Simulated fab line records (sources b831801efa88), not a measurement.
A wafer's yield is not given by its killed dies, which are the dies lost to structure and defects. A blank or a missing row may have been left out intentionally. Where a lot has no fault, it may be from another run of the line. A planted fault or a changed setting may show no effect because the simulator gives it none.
fab line records	flow sky130
record: lots: 11	wafers: 33	lastDay: 50
route steps=708 shown POLY_GATE@235 SD_P@329 LI_CONTACT@375 PAD_OPEN@708
lots that met no fault: taken from a fault-free run of the same line
startH: hours from the record's opening day to when the first of the lot's shown wafers began	waitH: hours from the lot's prior step to this one	" as in the row above	L1.1+2: several wafers, shown together as one row	- either no value or no given start	* or withheld: withheld	< > ~ a bound
route shown NAME@n: a module of which the file shows steps, and the number in the route of the first	usual: mean/standard deviation of fault-free wafers	same: alike in all rows	chamber/n: place in a boat	sites: each site's reading	_std_site: how widely they spread, as a standard deviation	_edge_site: the outer-site mean with the inner-site mean subtracted	radiusMm: for every site, how far away it sits from the centre of the wafer	mask NAME#n: copy n	behind: the last tool/chamber to shape the wafer	hold: why the lot was held/for how many hours/how that ended	device: transistor that didn't switch, given as n, p or np	end of line: tests of these same wafers at the route's end	where a step has no rows: the recipe by itself	killed: dies that structure and defects cost at the first sort, which is not the same as the wafer's yield	map: a wafer's dies, x killed, . not, _ none there
set.NAME: the setting the step ran with; set.NAME@STEP: the setting that earlier step ran with	model.NAME: the simulator's own value behind a step, which no gauge read
steps of the route over a sample of lots; a table a step, a row a wafer
services: when a tool's chamber went out of use (startH, in hours from the record's first day, below 0 if earlier), for how many hours, and the reason
== steps ==
step: SKY_POLY_GATE_THK_MEAS_21
recipe: reads: SiO2_of_POLY_GATE_OXIDATION_20
usual: POLY_GATE_OXIDATION_THK: 4.08/0.077
lot.wafer	tool	chamber	startH	waitH	POLY_GATE_OXIDATION_THK[nm]
L681.2	filmMetro-04	-	383.72	0.0	4.02
L681.5	"	-	"	"	3.97
L681.6	"	-	"	"	4.01
L683.1	filmMetro-04	-	396.07	0.0	4.09
L683.4	"	-	"	"	4.09
L683.5	"	-	"	"	4.06
L684.3	filmMetro-01	-	409.89	0.0	4.17
L684.5	"	-	"	"	4.07
L684.6	"	-	"	"	4.10
L686.1	filmMetro-04	-	424.60	0.0	4.22
L686.3	"	-	"	"	4.19
L686.4	"	-	"	"	4.22
L689.1	filmMetro-01	-	455.79	0.0	4.10
L689.2	"	-	"	"	4.19
L689.6	"	-	"	"	4.17
L693.2	filmMetro-01	-	490.85	0.0	3.99
L693.4	"	-	"	"	4.04
L693.6	"	-	"	"	4.01
L694.3	filmMetro-03	-	492.50	0.0	3.98
L694.4	"	-	"	"	4.10
L694.6	"	-	"	"	4.13
L698.1	filmMetro-03	-	537.53	0.0	4.16
L698.4	"	-	"	"	4.16
L698.6	"	-	"	"	4.13
L700.3	filmMetro-01	-	552.00	0.0	3.93
L700.4	"	-	"	"	4.01
L700.6	"	-	"	"	3.86
L701.1	filmMetro-01	-	573.87	0.0	4.12
L701.2	"	-	"	"	4.13
L701.6	"	-	"	"	4.14
L703.3	filmMetro-03	-	594.31	0.0	4.10
L703.5	"	-	"	"	4.09
L703.6	"	-	"	"	4.03
step: SKY_SD_P_IMPLANT_09
recipe: species: BF2	energyKev: 20	doseCm2: 3e+15	tiltDeg: 0
lot.wafer	tool	chamber	startH	waitH
L681.2+5+6	implanter-03	0	604.81	0.0
L683.1+4+5	implanter-01	0	609.74	0.0
L684.3+5+6	implanter-01	0	623.69	0.1
L686.1+3+4	implanter-03	0	636.25	0.0
L689.1+2+6	implanter-03	0	665.94	0.0
L689.1+2+6	implanter-03	0	666.26	0.3
L693.2+4+6	implanter-02	0	702.76	0.0
L694.3+4+6	implanter-03	0	703.09	0.1
L694.3+4+6	implanter-03	0	703.41	0.3
L698.1+4+6	implanter-01	0	740.09	0.0
L700.3+4+6	implanter-01	0	758.65	0.1
L701.1+2+6	implanter-02	0	774.80	0.0
L703.3+5+6	implanter-02	0	793.04	0.1
step: SKY_SD_P_STRIP_10
recipe: chemistry: O2/N2	powerW: 1400	pressureMtorr: 1500	platenTempC: withheld	o2FlowSccm: 3000	n2FlowSccm: 300	overashFraction: 0.5
usual: drypumpMotorCurrentA: 5.5/0.49	oesProductAu: 0.618/0.0046	stripTimeToEndpointS: 17.49/0.056
lot.wafer	tool	chamber	startH	waitH	drypumpMotorCurrentA	oesProductAu	rfHoursCounterH	stripTimeToEndpointS
L681.2	plasmaAsher-03	0	604.94	0.1	5.2	0.624	89	17.47
L681.5	"	1	"	"	6.0	0.609	-	17.43
L681.6	"	0	"	"	5.2	0.619	-	17.49
L683.1	plasmaAsher-03	1	609.89	0.1	6.0	0.616	90	17.55
L683.4	"	1	"	"	6.1	0.618	-	17.56
L683.5	"	0	"	"	5.2	0.619	-	17.57
L684.3	plasmaAsher-04	0	623.82	0.1	5.0	0.611	-	17.40
L684.5	"	1	"	"	5.2	0.621	-	17.48
L684.6	"	0	"	"	5.0	0.623	-	17.40
L686.1	plasmaAsher-01	0	636.40	0.1	6.3	0.621	21	17.45
L686.3	"	0	"	"	6.4	0.617	-	17.48
L686.4	"	1	"	"	5.7	0.608	-	17.47
L689.1	plasmaAsher-04	1	666.41	0.1	5.2	0.585	85	18.98
L689.2	"	0	"	"	5.0	0.585	85	18.95
L689.6	"	1	"	"	5.2	0.591	-	18.96
L693.2	plasmaAsher-04	0	702.89	0.1	5.0	0.612	89	17.52
L693.4	"	1	"	"	5.2	0.619	-	17.51
L693.6	"	0	"	"	5.0	0.616	-	17.54
L694.3	plasmaAsher-03	1	703.54	0.1	6.0	0.589	-	18.90
L694.4	"	0	"	"	5.2	0.585	-	18.91
L694.6	"	1	"	"	6.1	0.588	-	18.88
L698.1	plasmaAsher-04	1	740.24	0.1	5.2	0.626	92	17.46
L698.4	"	0	"	"	5.0	0.620	-	17.51
L698.6	"	1	"	"	5.2	0.610	-	17.52
L700.3	plasmaAsher-01	0	758.79	0.1	6.3	0.616	-	17.46
L700.4	"	1	"	"	5.7	0.610	-	17.42
L700.6	"	1	"	"	5.7	0.619	-	17.43
L701.1	plasmaAsher-04	0	774.95	0.1	5.0	0.617	95	17.45
L701.2	"	1	"	"	5.2	0.622	95	17.41
L701.6	"	1	"	"	5.2	0.617	-	17.43
L703.3	plasmaAsher-01	0	793.17	0.1	6.3	0.624	-	17.56
L703.5	"	1	"	"	5.7	0.624	-	17.60
L703.6	"	0	"	"	6.3	0.625	-	17.54
step: SKY_SD_P_TW_MEAS_11
usual: SD_P_TW: 2833/45
lot.wafer	tool	chamber	startH	waitH	SD_P_TW
L681.2	filmMetro-04	-	605.05	0.1	2854
L681.5	"	-	"	"	2870
L681.6	"	-	"	"	2827
L683.1	filmMetro-03	-	609.99	0.1	2798
L683.4	"	-	"	"	2788
L683.5	"	-	"	"	2774
L684.3	filmMetro-04	-	623.91	0.1	2830
L684.5	"	-	"	"	2849
L684.6	"	-	"	"	2847
L686.1	filmMetro-03	-	636.50	0.1	2791
L686.3	"	-	"	"	2778
L686.4	"	-	"	"	2782
L689.1	filmMetro-04	-	666.57	0.1	3127
L689.2	"	-	"	"	3143
L689.6	"	-	"	"	3122
L693.2	filmMetro-04	-	703.00	0.1	2839
L693.4	"	-	"	"	2819
L693.6	"	-	"	"	2828
L694.3	filmMetro-01	-	703.63	0.1	3197
L694.4	"	-	"	"	3187
L694.6	"	-	"	"	3182
L698.1	filmMetro-01	-	740.34	0.1	2874
L698.4	"	-	"	"	2879
L698.6	"	-	"	"	2881
L700.3	filmMetro-04	-	758.87	0.1	2844
L700.4	"	-	"	"	2852
L700.6	"	-	"	"	2849
L701.1	filmMetro-01	-	775.05	0.1	2868
L701.2	"	-	"	"	2879
L701.6	"	-	"	"	2872
L703.3	filmMetro-01	-	793.26	0.1	2879
L703.5	"	-	"	"	2884
L703.6	"	-	"	"	2882
step: SKY_SD_N_RS_MEAS_17
recipe: thkMeasGauge: four-point-probe
usual: SD_P_RS: 147.0/0.4
lot.wafer	tool	chamber	startH	waitH	SD_P_RS[ohm/sq]
L681.2	filmMetro-04	-	663.62	0.1	147.1
L681.5	"	-	"	"	147.5
L681.6	"	-	"	"	146.9
L683.1	filmMetro-04	-	667.69	0.1	146.9
L683.4	"	-	"	"	146.6
L683.5	"	-	"	"	146.5
L684.3	filmMetro-04	-	681.48	0.1	146.0
L684.5	"	-	"	"	146.3
L684.6	"	-	"	"	146.2
L686.1	filmMetro-03	-	694.58	0.1	146.6
L686.3	"	-	"	"	147.2
L686.4	"	-	"	"	146.8
L689.1	filmMetro-03	-	722.64	0.1	137.9
L689.2	"	-	"	"	138.1
L689.6	"	-	"	"	137.9
L693.2	filmMetro-03	-	758.77	0.1	147.1
L693.4	"	-	"	"	147.7
L693.6	"	-	"	"	147.0
L694.3	filmMetro-01	-	759.09	0.1	138.1
L694.4	"	-	"	"	138.3
L694.6	"	-	"	"	137.7
L698.1	filmMetro-03	-	795.10	0.1	146.9
L698.4	"	-	"	"	146.7
L698.6	"	-	"	"	146.8
L700.3	filmMetro-01	-	812.92	0.1	147.2
L700.4	"	-	"	"	147.6
L700.6	"	-	"	"	147.5
L701.1	filmMetro-03	-	827.60	0.1	147.4
L701.2	"	-	"	"	147.7
L701.6	"	-	"	"	147.3
L703.3	filmMetro-03	-	845.18	0.1	147.3
L703.5	"	-	"	"	147.1
L703.6	"	-	"	"	147.6
step: SKY_LI_CONTACT_OVL_MEAS_13
usual: LI_CONTACT_OVL: -1/4.9
lot.wafer	tool	chamber	startH	waitH	LI_CONTACT_OVL[nm]
L681.2	overlay-02	-	692.92	0.1	-5
L681.5	"	-	"	"	-7
L681.6	"	-	"	"	2
L683.1	overlay-01	-	696.66	0.1	6
L683.4	"	-	"	"	-5
L683.5	"	-	"	"	-7
L684.3	overlay-02	-	709.91	0.1	7
L684.5	"	-	"	"	7
L684.6	"	-	"	"	5
L686.1	overlay-02	-	723.26	0.1	-8
L686.3	"	-	"	"	-13
L686.4	"	-	"	"	-7
L689.1	overlay-02	-	751.21	0.1	9
L689.2	"	-	"	"	-7
L689.6	"	-	"	"	2
L693.2	overlay-01	-	786.86	0.1	-9
L693.4	"	-	"	"	-7
L693.6	"	-	"	"	-7
L694.3	overlay-01	-	787.11	0.1	-3
L694.4	"	-	"	"	-4
L694.6	"	-	"	"	2
L698.1	overlay-02	-	821.85	0.1	0
L698.4	"	-	"	"	-3
L698.6	"	-	"	"	3
L700.3	overlay-02	-	839.87	0.1	5
L700.4	"	-	"	"	2
L700.6	"	-	"	"	5
L701.1	overlay-01	-	854.60	0.1	1
L701.2	"	-	"	"	0
L701.6	"	-	"	"	5
L703.3	overlay-01	-	871.92	0.1	-9
L703.5	"	-	"	"	-4
L703.6	"	-	"	"	-1
step: SKY_LI_CONTACT_SPUTTER_20
recipe: material: TiN	targetThkNm: 20	chamberPressurePa: 5	powerW: 4000	timeS: 80
usual: throttleValvePct: 29.7/1
same: timeS: 80
lot.wafer	tool	chamber	startH	waitH	throttleValvePct
L681.2	pvdSputter-04	-	693.44	0.0	29.7
L681.5	"	-	"	"	30.7
L681.6	"	-	"	"	28.3
L683.1	pvdSputter-03	-	697.19	0.0	28.9
L683.4	"	-	"	"	29.6
L683.5	"	-	"	"	29.4
L684.3	pvdSputter-04	-	710.43	0.0	30.6
L684.5	"	-	"	"	29.6
L684.6	"	-	"	"	30.6
L686.1	pvdSputter-01	-	723.79	0.0	29.7
L686.3	"	-	"	"	29.4
L686.4	"	-	"	"	30.0
L689.1	pvdSputter-03	-	751.78	0.0	29.1
L689.2	"	-	"	"	30.8
L689.6	"	-	"	"	27.9
L693.2	pvdSputter-04	-	787.40	0.0	30.6
L693.4	"	-	"	"	29.8
L693.6	"	-	"	"	31.8
L694.3	pvdSputter-03	-	787.63	0.0	30.6
L694.4	"	-	"	"	29.1
L694.6	"	-	"	"	27.9
L698.1	pvdSputter-03	-	822.38	0.0	30.7
L698.4	"	-	"	"	29.6
L698.6	"	-	"	"	29.7
L700.3	pvdSputter-01	-	840.39	0.0	29.3
L700.4	"	-	"	"	29.8
L700.6	"	-	"	"	29.4
L701.1	pvdSputter-03	-	855.31	0.0	29.8
L701.2	"	-	"	"	30.8
L701.6	"	-	"	"	29.6
L703.3	pvdSputter-04	-	872.46	0.0	30.8
L703.5	"	-	"	"	28.6
L703.6	"	-	"	"	30.5
step: SKY_PAD_OPEN_PROBE_99
usual: killed_at_M0_to_M3: 45/6.8	killed_at_M4_up: 3.1/2	killedAtContacts: 23/5.2	killedAtFrontEnd: 14/3.7	killedAtOther: 0.3/0.61	killedDies: 86/9	killedOnRim: 17/3.9	killedOpen: 46/6.9	killedShort: 39/6.4
same: grossDies: 492	killedAtBackSide: 0
lot.wafer	tool	chamber	startH	waitH	killed_at_M0_to_M3	killed_at_M4_up	killedAtContacts	killedAtFrontEnd	killedAtOther	killedDies	killedOnRim	killedOpen	killedShort
L693.2	prober-02	-	1151.41	0.1	57	0	28	15	0	100	16	49	49
L693.4	prober-02	-	1151.51	0.2	55	2	20	6	0	83	12	41	42
L693.6	prober-02	-	1151.61	0.2	39	3	21	11	1	75	17	41	32
L694.3	prober-01	-	1153.86	0.2	43	5	34	19	0	101	13	61	40
L694.4	prober-01	-	1153.91	0.2	43	5	15	11	1	75	16	39	35
L694.6	prober-01	-	1154.01	0.2	50	2	28	14	0	94	21	47	47
L698.1	prober-01	-	1175.81	0.1	48	4	26	11	0	89	20	50	39
L698.4	prober-01	-	1175.96	0.2	59	0	19	10	0	88	17	48	40
L698.6	prober-01	-	1176.06	0.2	54	3	21	11	0	89	24	41	47
L700.3	prober-01	-	1187.73	0.2	44	7	20	7	1	79	20	43	35
L700.4	prober-01	-	1187.78	0.2	60	0	25	14	0	99	21	54	45
L700.6	prober-01	-	1187.88	0.2	41	3	33	11	1	89	24	53	36
L701.1	prober-01	-	1199.67	0.1	41	1	27	7	0	76	11	43	33
L701.2	prober-01	-	1199.72	0.1	36	2	16	16	0	70	9	35	35
L701.6	prober-01	-	1199.92	0.2	43	2	19	17	0	81	12	44	37
L703.3	prober-02	-	1209.21	0.2	56	1	29	19	0	105	25	61	43
L703.5	prober-02	-	1209.31	0.2	45	9	23	11	0	88	12	38	50
L703.6	prober-02	-	1209.36	0.2	41	2	17	15	0	75	17	36	38
killed by level:class
L693.2 VIA1:geometricParticle:open=15 VIA1:geometricParticle:short=8 CONTACT:geometricParticle:open=7 POLY_GATE:geometricParticle:short=6 LI_CONTACT:geometricParticle:open=6 METAL2:geometricParticle:short=6 VIA2:geometricParticle:open=6 METAL1:geometricParticle:short=5
L693.4 VIA1:geometricParticle:open=10 VIA2:geometricParticle:open=9 VIA1:geometricParticle:short=7 CONTACT:geometricParticle:open=7 METAL1:geometricParticle:short=7 METAL3:geometricParticle:short=6 METAL2:geometricParticle:short=6 LI_CONTACT:geometricParticle:open=5
L693.6 CONTACT:geometricParticle:open=9 VIA1:geometricParticle:open=7 VIA3:geometricParticle:open=6 VIA2:geometricParticle:open=6 METAL2:geometricParticle:short=5 LOCAL_INTERCONNECT:geometricParticle:short=4 CONTACT:geometricParticle:short=4 VIA3:geometricParticle:short=4
L694.3 VIA1:geometricParticle:open=13 LI_CONTACT:geometricParticle:open=11 CONTACT:geometricParticle:open=10 METAL1:geometricParticle:short=6 LOCAL_INTERCONNECT:geometricParticle:short=6 VIA2:geometricParticle:open=6 FIELD_ISO:geometricParticle:open=5 POLY_GATE:geometricParticle:open=5
L694.4 VIA1:geometricParticle:open=16 CONTACT:geometricParticle:open=7 VIA2:geometricParticle:open=7 METAL1:geometricParticle:short=5 VIA1:geometricParticle:short=5 LI_CONTACT:geometricParticle:open=4 VIA3:geometricParticle:short=4 METAL4:geometricParticle:short=4
L694.6 CONTACT:geometricParticle:open=12 VIA1:geometricParticle:open=11 VIA2:geometricParticle:open=7 LOCAL_INTERCONNECT:geometricParticle:short=7 VIA2:geometricParticle:short=7 VIA3:geometricParticle:open=6 METAL1:geometricParticle:short=5 VIA3:geometricParticle:short=5
L698.1 VIA1:geometricParticle:open=13 CONTACT:geometricParticle:open=12 VIA3:geometricParticle:open=8 METAL2:geometricParticle:short=6 LOCAL_INTERCONNECT:geometricParticle:short=5 VIA1:geometricParticle:short=5 VIA2:geometricParticle:short=5 VIA2:geometricParticle:open=5
L698.4 VIA1:geometricParticle:open=15 CONTACT:geometricParticle:open=9 VIA2:geometricParticle:open=9 VIA3:geometricParticle:open=8 METAL1:geometricParticle:short=5 VIA1:geometricParticle:short=5 METAL2:geometricParticle:short=5 METAL3:geometricParticle:short=5
L698.6 VIA2:geometricParticle:open=12 METAL2:geometricParticle:short=10 VIA3:geometricParticle:open=9 VIA1:geometricParticle:short=8 CONTACT:geometricParticle:open=6 CONTACT:geometricParticle:short=5 METAL1:geometricParticle:short=5 VIA3:geometricParticle:short=4
L700.3 VIA3:geometricParticle:open=13 METAL1:geometricParticle:short=9 CONTACT:geometricParticle:open=8 VIA2:geometricParticle:open=7 METAL4:geometricParticle:short=6 LI_CONTACT:geometricParticle:open=5 CONTACT:geometricParticle:short=5 FIELD_ISO:geometricParticle:open=4
L700.4 VIA1:geometricParticle:open=13 CONTACT:geometricParticle:open=12 VIA2:geometricParticle:open=11 METAL2:geometricParticle:short=10 METAL1:geometricParticle:short=6 FIELD_ISO:geometricParticle:short=5 CONTACT:geometricParticle:short=5 VIA1:geometricParticle:short=5
L700.6 CONTACT:geometricParticle:open=13 VIA3:geometricParticle:open=13 LI_CONTACT:geometricParticle:open=7 LI_CONTACT:geometricParticle:short=6 VIA1:geometricParticle:open=6 VIA2:geometricParticle:open=6 POLY_GATE:geometricParticle:short=4 CONTACT:geometricParticle:short=4
L701.1 CONTACT:geometricParticle:open=12 LI_CONTACT:geometricParticle:open=9 VIA1:geometricParticle:open=7 METAL1:geometricParticle:short=6 METAL2:geometricParticle:short=5 VIA3:geometricParticle:open=5 VIA2:geometricParticle:open=4 VIA2:geometricParticle:short=4
L701.2 VIA1:geometricParticle:open=11 POLY_GATE:geometricParticle:short=7 VIA2:geometricParticle:open=6 FIELD_ISO:geometricParticle:short=5 CONTACT:geometricParticle:open=5 METAL1:geometricParticle:short=5 VIA1:geometricParticle:short=5 FIELD_ISO:geometricParticle:open=3
L701.6 VIA1:geometricParticle:open=14 CONTACT:geometricParticle:open=7 METAL3:geometricParticle:short=6 FIELD_ISO:geometricParticle:open=5 LI_CONTACT:geometricParticle:open=5 VIA1:geometricParticle:short=5 FIELD_ISO:geometricParticle:short=4 POLY_GATE:geometricParticle:short=4
L703.3 VIA1:geometricParticle:open=11 LI_CONTACT:geometricParticle:open=11 CONTACT:geometricParticle:open=10 METAL2:geometricParticle:short=10 VIA2:geometricParticle:open=9 VIA3:geometricParticle:open=9 FIELD_ISO:geometricParticle:short=7 VIA3:geometricParticle:short=6
L703.5 VIA1:geometricParticle:open=12 VIA1:geometricParticle:short=8 METAL4:geometricParticle:short=8 CONTACT:geometricParticle:open=7 VIA3:geometricParticle:open=6 LOCAL_INTERCONNECT:geometricParticle:short=6 FIELD_ISO:geometricParticle:short=5 METAL2:geometricParticle:short=5
L703.6 VIA1:geometricParticle:open=11 CONTACT:geometricParticle:short=7 FIELD_ISO:geometricParticle:short=5 METAL1:geometricParticle:short=5 VIA2:geometricParticle:open=5 VIA3:geometricParticle:open=5 METAL2:geometricParticle:short=4 LI_CONTACT:geometricParticle:open=3
== services ==
tool	chamber	startH	hours	kind
implanter-02	-	581.87	4.3	pm
pvdSputter-04	-	611.12	3.5	repair
implanter-03	-	612.02	6.7	repair
implanter-03	-	620.62	0.8	repair
implanter-02	-	620.76	2.2	repair
pvdSputter-04	-	629.63	1.0	repair
plasmaAsher-04	-	629.67	0.7	repair
implanter-03	-	636.59	1.9	pm
plasmaAsher-04	-	646.79	14.6	pm
implanter-02	-	660.29	13.7	repair
implanter-01	-	669.43	3.3	pm
pvdSputter-03	-	697.27	6.2	repair
pvdSputter-01	-	699.26	4.7	repair
pvdSputter-03	-	706.68	1.0	repair
plasmaAsher-03	-	733.75	9.0	pm
implanter-03	-	752.34	0.8	repair
implanter-02	-	758.72	8.2	pm
implanter-03	-	785.09	7.9	pm
plasmaAsher-03	-	799.04	25.4	pm
implanter-01	-	799.81	1.6	repair
implanter-02	-	809.71	1.1	repair
pvdSputter-01	-	821.11	7.9	repair
pvdSputter-03	3	832.59	-	consumableReplace:kit
plasmaAsher-04	-	854.93	2.8	pm
== key ==
firstSign: step: SKY_SD_P_IMPLANT_09	reading: visit	direction: added
effect: step: SKY_SD_P_STRIP_10	reading: stripTimeToEndpointS	direction: up	sigmas: 26	usual: *	struck: *
effect: step: SKY_SD_P_TW_MEAS_11	reading: SD_P_TW	direction: up	sigmas: 7.3	usual: 2833	struck: 3160
effect: step: SKY_SD_N_RS_MEAS_17	reading: SD_P_RS	direction: down	sigmas: 23	usual: 147.0	struck: 138.0
metAt SKY_SD_P_IMPLANT_09
struckLots L689,L694
testerLeftOut L689,L694
notActingAt SKY_POLY_GATE_THK_MEAS_21,SKY_LI_CONTACT_OVL_MEAS_13,SKY_LI_CONTACT_SPUTTER_20
fault: kind: repeatedStepWhole	tool: implanter-01,implanter-02,implanter-03	chamber: -	onsetH: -	steps: SKY_SD_P_IMPLANT_09	times: 1	scope: struckLotsOnly
testerLeftOut: of these lots the tester's yield and bins aren't shown, on N5 and GAA mostly nor the transistor test; their killed dies are dies lost to structure and defects alone, not to doping, threshold or leakage, so they don't give the yield
